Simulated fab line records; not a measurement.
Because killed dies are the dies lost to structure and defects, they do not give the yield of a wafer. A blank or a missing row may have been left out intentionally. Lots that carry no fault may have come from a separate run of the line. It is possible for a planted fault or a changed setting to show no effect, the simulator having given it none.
fab line records | flow gf180mcu | part 1 of 2: steps 1 to 27 of 36
record: lots: 5 wafers: 15 lastDay: 34
route steps=602 shown M4@462 V4@476
lots untouched by any fault: they come from a run of this same line in which no faults occurred
startH: hours from the record's first day to the start of the lot's first wafer shown | waitH: how many hours have passed since the lot's step before this one | " repeats the value in the row above | L1.1+2: one row covering several wafers at once | - no value, or no start given | * or withheld: withheld | < > ~ a bound
route shown NAME@n: NAME is a module with steps in the file, n the number in the route of the first one | usual: mean and standard deviation over wafers with no fault | same: alike in all rows | chamber/n: place in a boat | sites: each site's reading | _std_site: their standard deviation | _edge_site: outer sites' mean less inner sites' | radiusMm: for every site, how far away it sits from the centre of the wafer | mask NAME#n: copy n | behind: the last tool/chamber to shape the wafer | hold: what put the lot on hold/how long, in hours/how the hold closed | device: transistor that didn't switch, given as n, p or np | end of line: tests run on the same wafers once the route is complete | a step given without rows: its recipe and nothing more | killed: count of dies lost to structure and defects at first sort (not the wafer's yield) | map: per-die view of a wafer (x killed, . not killed, _ where there is no die)
set.NAME: the setting that was run; set.NAME@STEP: the one run at that earlier step | model.NAME: the simulator's own value behind a step, which no gauge read
certain route steps with their lots: each step a table, each wafer a row
services: the hour from which a tool's chamber was out of use, counted from the record's first day as startH (under 0 if before that day), plus the number of hours and why
== steps ==
step: GF_M4_THK_MEAS_06
recipe: thkMeasGauge: xrf reads: AlCu_of_M4_SPUTTER_02
usual: M4_ALCU_THK: 452/4.8
columns lot.wafer tool chamber startH waitH M4_ALCU_THK[nm]
L078.4 filmMetro-02 - 564.16 0.1 452
L078.5 " - " " 456
L078.6 " - " " 451
L087.1 filmMetro-04 - 621.68 0.1 451
L087.2 " - " " 453
L087.6 " - " " 450
L091.1 filmMetro-04 - 652.15 0.1 457
L091.5 " - " " 455
L091.6 " - " " 445
L095.1 filmMetro-01 - 677.38 0.1 441
L095.3 " - " " 448
L095.5 " - " " 444
L096.1 filmMetro-04 - 682.39 0.1 453
L096.2 " - " " 460
L096.4 " - " " 456
step: GF_M4_DEHYDRATE_07
recipe: tempC: 200 timeS: 60
usual: chillPlateTempC: 23.01/0.12
columns lot.wafer tool chamber startH waitH chillPlateTempC
L078.4 lithoTrack-01 0 574.44 10.3 23.11
L078.5 " 0 " " 23.09
L078.6 " 0 " " 23.05
L087.1 lithoTrack-02 0 630.93 9.2 22.97
L087.2 " 0 " " 23.09
L087.6 " 0 " " 22.94
L091.1 lithoTrack-03 0 660.76 8.6 23.09
L091.5 " 0 " " 23.09
L091.6 " 0 " " 23.03
L095.1 lithoTrack-03 0 685.66 8.3 23.07
L095.3 " 0 " " 22.99
L095.5 " 0 " " 22.87
L096.1 lithoTrack-03 0 691.76 9.4 22.90
L096.2 " 0 " " 22.86
L096.4 " 0 " " 22.80
step: GF_M4_HMDS_08
recipe: primeTimeS: 60 primeTempC: 120
usual: chillPlateTempC: 22.99/0.097
columns lot.wafer tool chamber startH waitH chillPlateTempC
L078.4 lithoTrack-01 0 574.59 0.1 22.92
L078.5 " 0 " " 23.01
L078.6 " 0 " " 23.03
L087.1 lithoTrack-02 0 631.08 0.1 23.02
L087.2 " 0 " " 23.07
L087.6 " 0 " " 22.99
L091.1 lithoTrack-03 0 660.91 0.1 22.78
L091.5 " 0 " " 23.01
L091.6 " 0 " " 22.89
L095.1 lithoTrack-03 0 685.81 0.1 23.12
L095.3 " 0 " " 23.06
L095.5 " 0 " " 23.12
L096.1 lithoTrack-03 0 691.91 0.1 22.96
L096.2 " 0 " " 23.04
L096.4 " 0 " " 22.88
step: GF_M4_COAT_09
recipe: resist: KrF spinRpm: withheld resistThkNm: 1000
usual: chillPlateTempC: 23.02/0.1
columns lot.wafer tool chamber startH waitH chillPlateTempC
L078.4 lithoTrack-01 0 574.74 0.1 22.99
L078.5 " 0 " " 22.97
L078.6 " 0 " " 23.22
L087.1 lithoTrack-02 0 631.23 0.1 22.94
L087.2 " 0 " " 22.89
L087.6 " 0 " " 22.91
L091.1 lithoTrack-03 0 661.06 0.1 23.22
L091.5 " 0 " " 23.01
L091.6 " 0 " " 23.13
L095.1 lithoTrack-03 0 685.96 0.1 22.87
L095.3 " 0 " " 22.86
L095.5 " 0 " " 22.74
L096.1 lithoTrack-03 0 692.06 0.1 23.25
L096.2 " 0 " " 23.08
L096.4 " 0 " " 23.30
step: GF_M4_SOFTBAKE_10
recipe: tempC: 130 timeS: 60 resist: KrF
usual: chillPlateTempC: 23.00/0.11
columns lot.wafer tool chamber startH waitH chillPlateTempC
L078.4 lithoTrack-01 0 574.89 0.1 23.01
L078.5 " 0 " " 23.09
L078.6 " 0 " " 23.15
L087.1 lithoTrack-02 0 631.38 0.1 22.99
L087.2 " 0 " " 22.97
L087.6 " 0 " " 23.10
L091.1 lithoTrack-03 0 661.21 0.1 23.10
L091.5 " 0 " " 23.02
L091.6 " 0 " " 23.02
L095.1 lithoTrack-03 0 686.11 0.1 22.75
L095.3 " 0 " " 22.90
L095.5 " 0 " " 22.89
L096.1 lithoTrack-03 0 692.21 0.1 22.94
L096.2 " 0 " " 23.08
L096.4 " 0 " " 22.93
step: GF_M4_EXPOSE_11
recipe: maskId: Metal4 targetCdNm: 280 na: 0.68 sourceShape: conventional sigmaOuter: 0.6 doseMj: 28
columns lot.wafer tool chamber startH waitH mask
L078.4+5+6 krfScanner-01 0 - - Metal4#0
L087.1+2+6 krfScanner-01 0 - - Metal4#0
L091.1+5+6 krfScanner-01 0 - - Metal4#0
L095.1+3+5 krfScanner-01 0 - - Metal4#0
L096.1+2+4 krfScanner-01 0 - - Metal4#0
step: GF_M4_PEB_12
recipe: pebTempC: 135 pebTimeS: 90 resist: KrF
usual: chillPlateTempC: 23.00/0.1
columns lot.wafer tool chamber startH waitH chillPlateTempC
L078.4 lithoTrack-03 0 - - 22.95
L078.5 " 0 " " 22.89
L078.6 " 0 " " 23.03
L087.1 lithoTrack-02 0 - - 23.04
L087.2 " 0 " " 22.99
L087.6 " 0 " " 23.10
L091.1 lithoTrack-02 0 - - 22.99
L091.5 " 0 " " 23.06
L091.6 " 0 " " 23.06
L095.1 lithoTrack-01 0 - - 23.08
L095.3 " 0 " " 23.00
L095.5 " 0 " " 23.18
L096.1 lithoTrack-01 0 - - 23.16
L096.2 " 0 " " 23.01
L096.4 " 0 " " 22.99
step: GF_M4_DEVELOP_13
recipe: developTimeS: 60 devTempC: 21
usual: chillPlateTempC: 23.00/0.1
same: developTimeS: 60
columns lot.wafer tool chamber startH waitH chillPlateTempC
L078.4 lithoTrack-03 0 585.93 0.1 22.93
L078.5 " 0 " " 22.91
L078.6 " 0 " " 23.13
L087.1 lithoTrack-02 0 640.83 0.2 22.91
L087.2 " 0 " " 23.00
L087.6 " 0 " " 22.95
L091.1 lithoTrack-02 0 671.58 0.2 23.01
L091.5 " 0 " " 22.91
L091.6 " 0 " " 22.93
L095.1 lithoTrack-01 0 695.71 0.2 22.84
L095.3 " 0 " " 23.01
L095.5 " 0 " " 22.95
L096.1 lithoTrack-01 0 700.96 0.2 23.06
L096.2 " 0 " " 23.10
L096.4 " 0 " " 23.03
step: GF_M4_CD_MEAS_14
recipe: targetCdNm: 280
usual: cdNm: 280.3/0.99
columns lot.wafer tool chamber startH waitH cdNm
L078.4 cdSem-01 - 586.07 0.1 281.2
L078.5 " - " " 281.7
L078.6 " - " " 281.9
L087.1 cdSem-02 - 640.98 0.1 279.6
L087.2 " - " " 279.7
L087.6 " - " " 281.2
L091.1 cdSem-01 - 671.73 0.1 280.2
L091.5 " - " " 279.9
L091.6 " - " " 279.5
L095.1 cdSem-01 - 695.90 0.2 280.8
L095.3 " - " " 280.5
L095.5 " - " " 280.9
L096.1 cdSem-01 - 701.15 0.2 280.4
L096.2 " - " " 280.6
L096.4 " - " " 280.9
step: GF_M4_OVL_MEAS_15
usual: M4_OVL: 1/7.2
columns lot.wafer tool chamber startH waitH M4_OVL[nm]
L078.4 overlay-01 - 586.15 0.1 0
L078.5 " - " " -7
L078.6 " - " " -2
L087.1 overlay-02 - 641.10 0.1 9
L087.2 " - " " 13
L087.6 " - " " 10
L091.1 overlay-02 - 671.85 0.1 11
L091.5 " - " " 8
L091.6 " - " " 10
L095.1 overlay-01 - 696.02 0.1 4
L095.3 " - " " -1
L095.5 " - " " 3
L096.1 overlay-01 - 701.27 0.1 1
L096.2 " - " " 7
L096.4 " - " " 9
step: GF_M4_METAL_ETCH_16
recipe: chemistry: Cl2/BCl3 maskMaterial: KrF targetDepthNm: 627.5 stopOn: SiO2 pressureMtorr: 8 icpW: 800 biasW: 140 Cl2_flow_sccm: 80 bcl3FlowSccm: 40 timeS: 104.6
usual: bcl3FlowSccm: 39.99/0.11 drypumpMotorCurrentA: 5.6/0.43 oesProductAu: 0.971/0.0063 throttleValvePct: 28.251/0.01
columns lot.wafer tool chamber startH waitH bcl3FlowSccm drypumpMotorCurrentA oesProductAu rfHoursCounterH throttleValvePct
L078.4 rieMetal-03 1 586.20 0.0 39.94 6.2 0.969 - 28.256
L078.5 " 1 " " 39.88 6.2 0.970 - 28.255
L078.6 " 0 " " 40.13 6.2 0.965 - 28.249
L087.1 rieMetal-01 1 641.14 0.0 40.14 5.5 0.968 5.3 28.258
L087.2 " 0 " " 39.94 5.7 0.967 0.7 28.261
L087.6 " 1 " " 39.97 5.5 0.967 - 28.254
L091.1 rieMetal-01 1 671.89 0.0 39.94 5.5 0.976 6.1 28.238
L091.5 " 1 " " 39.85 5.5 0.969 - 28.253
L091.6 " 0 " " 39.99 5.7 0.956 - 28.251
L095.1 rieMetal-01 1 696.06 0.0 40.01 5.5 0.971 7.1 28.249
L095.3 " 1 " " 39.91 5.5 0.970 - 28.254
L095.5 " 1 " " 39.96 5.5 0.956 - 28.262
L096.1 rieMetal-02 1 701.30 0.0 39.96 5.0 0.970 4.8 28.240
L096.2 " 0 " " 39.95 5.1 0.976 3.8 28.236
L096.4 " 0 " " 40.06 5.1 0.976 - 28.251
step: GF_M4_STRIP_17
recipe: chemistry: O2/N2 powerW: 1400 pressureMtorr: 1500 platenTempC: 250 o2FlowSccm: 3000 n2FlowSccm: 300 overashFraction: 0.5
usual: drypumpMotorCurrentA: 6.0/0.48 heaterPowerW: 313/30 n2FlowSccm: 300.0/0.94 oesProductAu: 0.557/0.0053 stripTimeToEndpointS: 7.86/0.045
columns lot.wafer tool chamber startH waitH drypumpMotorCurrentA heaterPowerW n2FlowSccm oesProductAu rfHoursCounterH stripTimeToEndpointS
L078.4 plasmaAsher-01 1 586.31 0.1 5.4 282 298.8 0.551 - 7.82
L078.5 " 1 " " 5.3 280 300.0 0.555 - 7.86
L078.6 " 0 " " 5.3 339 299.2 0.557 - 7.88
L087.1 plasmaAsher-02 1 641.25 0.1 6.2 315 300.3 0.556 87 7.89
L087.2 " 0 " " 6.3 286 299.6 0.564 87 7.94
L087.6 " 1 " " 6.2 304 300.0 0.554 - 7.90
L091.1 plasmaAsher-01 1 672.00 0.1 5.4 290 300.7 0.566 105 7.88
L091.5 " 1 " " 5.4 286 299.8 0.555 - 7.87
L091.6 " 0 " " 5.3 354 300.5 0.560 - 7.89
L095.1 plasmaAsher-01 1 696.17 0.1 5.4 285 300.7 0.550 108 7.86
L095.3 " 0 " " 5.3 358 300.6 0.557 - 7.88
L095.5 " 0 " " 5.3 352 299.2 0.553 - 7.88
L096.1 plasmaAsher-03 0 701.41 0.1 6.1 360 300.5 0.562 62 7.90
L096.2 " 1 " " 6.6 301 300.0 0.564 62 7.83
L096.4 " 1 " " 6.6 307 299.7 0.550 - 7.84
step: GF_M4_STRIP_18
recipe: chemistry: postEtchResidueRemover timeS: 1200 tempC: 72.5
columns lot.wafer tool chamber startH waitH
L078.4+5+6 wetBench-02 2 586.38 0.0
L087.1+2+6 wetBench-02 0 641.35 0.1
L091.1+5+6 wetBench-02 1 672.10 0.1
L095.1+3+5 wetBench-03 1 696.27 0.1
L096.1+2+4 wetBench-04 1 701.51 0.1
step: GF_M4_CLEAN_19
recipe: chemistry: DIW dry: n2Spin
columns lot.wafer tool chamber startH waitH
L078.4+5+6 wetBench-03 1 586.75 0.0
L087.1+2+6 wetBench-04 3 641.69 0.0
L091.1+5+6 wetBench-04 0 672.44 0.0
L095.1+3+5 wetBench-04 2 696.95 0.0
L096.1+2+4 wetBench-02 3 701.86 0.0
step: GF_V4_CVD_00
recipe: material: SiO2 targetThkNm: 600 sigmaOpenFrac: 0.3 tempC: 400 timeS: 100 sih4FlowSccm: 60 pressureMtorr: 6
usual: sih4FlowSccm: 60.01/0.19 susceptorTempC: 400.05/0.23
columns lot.wafer tool chamber startH waitH sih4FlowSccm susceptorTempC
L078.4 hdpcvd-01 0 586.88 0.0 59.81 399.58
L078.5 " 1 " " 60.13 399.86
L078.6 " 2 " " 60.21 399.94
L087.1 hdpcvd-01 1 641.79 0.0 59.77 400.05
L087.2 " 2 " " 59.94 400.44
L087.6 " 2 " " 59.97 400.22
L091.1 hdpcvd-02 2 672.54 0.0 60.26 400.30
L091.5 " 2 " " 59.94 400.11
L091.6 " 1 " " 60.20 400.05
L095.1 hdpcvd-02 1 697.05 0.0 60.05 400.54
L095.3 " 0 " " 60.14 399.98
L095.5 " 1 " " 60.43 400.50
L096.1 hdpcvd-02 1 701.96 0.0 60.24 400.17
L096.2 " 0 " " 59.97 400.21
L096.4 " 2 " " 59.94 399.86
step: GF_V4_THK_MEAS_01
recipe: reads: SiO2_of_V4_CVD_00
usual: V4_CVD_00_THK: 601/5.7
columns lot.wafer tool chamber startH waitH V4_CVD_00_THK[nm]
L078.4 filmMetro-04 - 586.94 0.0 601
L078.5 " - " " 608
L078.6 " - " " 608
L087.1 filmMetro-01 - 641.87 0.0 607
L087.2 " - " " 601
L087.6 " - " " 597
L091.1 filmMetro-01 - 672.61 0.0 601
L091.5 " - " " 597
L091.6 " - " " 598
L095.1 filmMetro-04 - 697.12 0.0 603
L095.3 " - " " 594
L095.5 " - " " 602
L096.1 filmMetro-03 - 702.03 0.0 610
L096.2 " - " " 606
L096.4 " - " " 611
step: GF_V4_CVD_02
recipe: material: SiO2 targetThkNm: 850 precursor: TEOS tempC: 400 timeS: 94.851 rfW: 600
usual: heaterPowerW: 707/150 susceptorTempC: 400.01/0.2
columns lot.wafer tool chamber startH waitH heaterPowerW susceptorTempC
L078.4 pecvd-02 1 587.01 0.1 934 400.13
L078.5 " 0 " " 674 399.94
L078.6 " 2 " " 648 400.07
L087.1 pecvd-02 1 641.93 0.1 876 400.02
L087.2 " 2 " " 683 399.84
L087.6 " 2 " " 567 399.83
L091.1 pecvd-01 1 672.67 0.1 559 399.72
L091.5 " 1 " " 594 400.07
L091.6 " 0 " " 632 399.94
L095.1 pecvd-03 0 697.18 0.1 642 400.07
L095.3 " 1 " " 525 399.77
L095.5 " 2 " " 831 399.94
L096.1 pecvd-03 0 702.09 0.1 618 400.33
L096.2 " 2 " " 848 399.87
L096.4 " 0 " " 672 400.09
step: GF_V4_THK_MEAS_03
recipe: reads: SiO2_of_V4_CVD_02
usual: V4_CVD_02_THK: 855/11
columns lot.wafer tool chamber startH waitH V4_CVD_02_THK[nm]
L078.4 filmMetro-04 - 587.07 0.0 853
L078.5 " - " " 866
L078.6 " - " " 867
L087.1 filmMetro-03 - 641.99 0.0 839
L087.2 " - " " 837
L087.6 " - " " 859
L091.1 filmMetro-03 - 672.74 0.0 842
L091.5 " - " " 862
L091.6 " - " " 867
L095.1 filmMetro-04 - 697.25 0.0 846
L095.3 " - " " 855
L095.5 " - " " 856
L096.1 filmMetro-04 - 702.16 0.0 845
L096.2 " - " " 845
L096.4 " - " " 859
step: GF_V4_CMP_04
recipe: material: SiO2 downForcePsi: 4 platenRpm: 60 padVelocityMS: 0.94248
usual: motorCurrentA: 12.4/0.84 slurryFilterDpKPa: 13.51/0.13 timeToEndpointS: 84/5.2
columns lot.wafer tool chamber startH waitH motorCurrentA slurryFilterDpKPa timeToEndpointS
L078.4 cmp-01 2 587.10 0.0 11.5 13.64 85
L078.5 " 2 " " 11.2 13.51 88
L078.6 " 3 " " 11.2 13.50 88
L087.2 cmp-02 3 642.05 0.0 12.7 13.49 73
L087.1 " 1 " " 12.5 13.30 75
L087.6 " 0 " " 12.0 13.19 81
L091.1 cmp-01 1 672.86 0.1 12.1 13.61 81
L091.5 " 0 " " 11.7 13.21 89
L091.6 " 1 " " 12.4 13.26 93
L095.1 cmp-02 3 697.31 0.1 14.0 13.58 82
L095.3 " 1 " " 13.0 13.57 79
L095.5 " 3 " " 13.5 13.87 81
L096.1 cmp-01 1 702.22 0.1 12.5 13.47 86
L096.2 " 2 " " 11.4 13.48 80
L096.4 " 0 " " 12.2 13.61 93
step: GF_V4_BOW_MEAS_05
recipe: mode: bow
usual: V4_BOW: 132/9.3
columns lot.wafer tool chamber startH waitH V4_BOW[um]
L078.4 filmMetro-04 - 587.46 0.3 121
L078.5 " - " " 130
L078.6 " - " " 135
L087.1 filmMetro-01 - 642.35 0.1 129
L087.2 " - " " 133
L087.6 " - " " 128
L091.1 filmMetro-04 - 673.13 0.2 126
L091.5 " - " " 131
L091.6 " - " " 133
L095.1 filmMetro-04 - 697.61 0.2 129
L095.3 " - " " 114
L095.5 " - " " 133
L096.1 filmMetro-04 - 702.52 0.2 117
L096.2 " - " " 108
L096.4 " - " " 119
step: GF_V4_DEHYDRATE_06
recipe: tempC: 200 timeS: 60
usual: chillPlateTempC: 22.97/0.1
columns lot.wafer tool chamber startH waitH chillPlateTempC
L078.4 lithoTrack-01 0 597.34 9.9 22.88
L078.5 " 0 " " 22.93
L078.6 " 0 " " 23.02
L087.1 lithoTrack-03 0 651.56 9.2 23.00
L087.2 " 0 " " 22.90
L087.6 " 0 " " 22.97
L091.1 lithoTrack-04 0 682.08 8.9 22.98
L091.5 " 0 " " 23.05
L091.6 " 0 " " 22.92
L095.1 lithoTrack-01 0 706.26 8.6 22.99
L095.3 " 0 " " 22.92
L095.5 " 0 " " 22.88
L096.1 lithoTrack-01 0 711.41 8.9 23.16
L096.2 " 0 " " 23.03
L096.4 " 0 " " 23.02
step: GF_V4_HMDS_07
recipe: primeTimeS: 60 primeTempC: 120.9
usual: chillPlateTempC: 22.99/0.11
columns lot.wafer tool chamber startH waitH chillPlateTempC
L078.4 lithoTrack-01 0 597.49 0.1 23.18
L078.5 " 0 " " 23.00
L078.6 " 0 " " 22.99
L087.1 lithoTrack-03 0 651.71 0.1 23.18
L087.2 " 0 " " 23.21
L087.6 " 0 " " 23.20
L091.1 lithoTrack-04 0 682.23 0.1 23.07
L091.5 " 0 " " 23.03
L091.6 " 0 " " 22.97
L095.1 lithoTrack-01 0 706.41 0.1 23.02
L095.3 " 0 " " 22.99
L095.5 " 0 " " 22.89
L096.1 lithoTrack-01 0 711.56 0.1 22.97
L096.2 " 0 " " 22.86
L096.4 " 0 " " 23.06
step: GF_V4_COAT_08
recipe: resist: BARC tempC: withheld timeS: withheld spinRpm: withheld resistThkNm: withheld
usual: chillPlateTempC: *
columns lot.wafer tool chamber startH waitH chillPlateTempC
L078.4 lithoTrack-01 0 597.64 0.1 *
L078.5 " 0 " " *
L078.6 " 0 " " *
L087.1 lithoTrack-03 0 651.86 0.1 *
L087.2 " 0 " " *
L087.6 " 0 " " *
L091.1 lithoTrack-04 0 682.38 0.1 *
L091.5 " 0 " " *
L091.6 " 0 " " *
L095.1 lithoTrack-01 0 706.56 0.1 *
L095.3 " 0 " " *
L095.5 " 0 " " *
L096.1 lithoTrack-01 0 711.71 0.1 *
L096.2 " 0 " " *
L096.4 " 0 " " *
step: GF_V4_COAT_09
recipe: resist: KrF spinRpm: withheld resistThkNm: 1000
usual: chillPlateTempC: 23.00/0.1
columns lot.wafer tool chamber startH waitH chillPlateTempC
L078.4 lithoTrack-01 0 - - 22.95
L078.5 " 0 " " 22.92
L078.6 " 0 " " 22.99
L087.1 lithoTrack-03 0 - - 22.86
L087.2 " 0 " " 23.07
L087.6 " 0 " " 22.97
L091.1 lithoTrack-04 0 - - 22.95
L091.5 " 0 " " 23.04
L091.6 " 0 " " 22.96
L095.1 lithoTrack-01 0 - - 22.89
L095.3 " 0 " " 22.95
L095.5 " 0 " " 23.00
L096.1 lithoTrack-01 0 - - 23.31
L096.2 " 0 " " 23.00
L096.4 " 0 " " 23.02
step: GF_V4_SOFTBAKE_10
recipe: tempC: 130 timeS: 60 resist: KrF
usual: chillPlateTempC: 22.98/0.1
columns lot.wafer tool chamber startH waitH chillPlateTempC
L078.4 lithoTrack-01 0 - - 23.05
L078.5 " 0 " " 22.87
L078.6 " 0 " " 22.94
L087.1 lithoTrack-03 0 - - 23.12
L087.2 " 0 " " 23.02
L087.6 " 0 " " 23.08
L091.1 lithoTrack-04 0 - - 23.12
L091.5 " 0 " " 23.06
L091.6 " 0 " " 23.11
L095.1 lithoTrack-01 0 - - 23.11
L095.3 " 0 " " 23.16
L095.5 " 0 " " 23.18
L096.1 lithoTrack-01 0 - - 22.97
L096.2 " 0 " " 22.91
L096.4 " 0 " " 22.99
step: GF_V4_EXPOSE_11
recipe: maskId: Via4 targetCdNm: 260 na: 0.68 sourceShape: conventional sigmaOuter: 0.6 doseMj: 38
columns lot.wafer tool chamber startH waitH mask
L078.4+5+6 krfScanner-02 0 - - Via4#0
L087.1+2+6 krfScanner-01 0 - - Via4#0
L091.1+5+6 krfScanner-02 0 - - Via4#0
L095.1+3+5 krfScanner-01 0 - - Via4#0
L096.1+2+4 krfScanner-01 0 - - Via4#0
step: GF_V4_PEB_12
recipe: pebTempC: 135 pebTimeS: 90 resist: KrF
usual: chillPlateTempC: 22.97/0.11
columns lot.wafer tool chamber startH waitH chillPlateTempC
L078.4 lithoTrack-01 0 - - 23.03
L078.5 " 0 " " 22.96
L078.6 " 0 " " 23.08
L087.1 lithoTrack-03 0 - - 22.97
L087.2 " 0 " " 22.97
L087.6 " 0 " " 22.84
L091.1 lithoTrack-04 0 - - 23.07
L091.5 " 0 " " 23.04
L091.6 " 0 " " 22.92
L095.1 lithoTrack-04 0 - - 22.87
L095.3 " 0 " " 22.80
L095.5 " 0 " " 22.98
L096.1 lithoTrack-03 0 - - 23.02
L096.2 " 0 " " 23.06
L096.4 " 0 " " 23.01
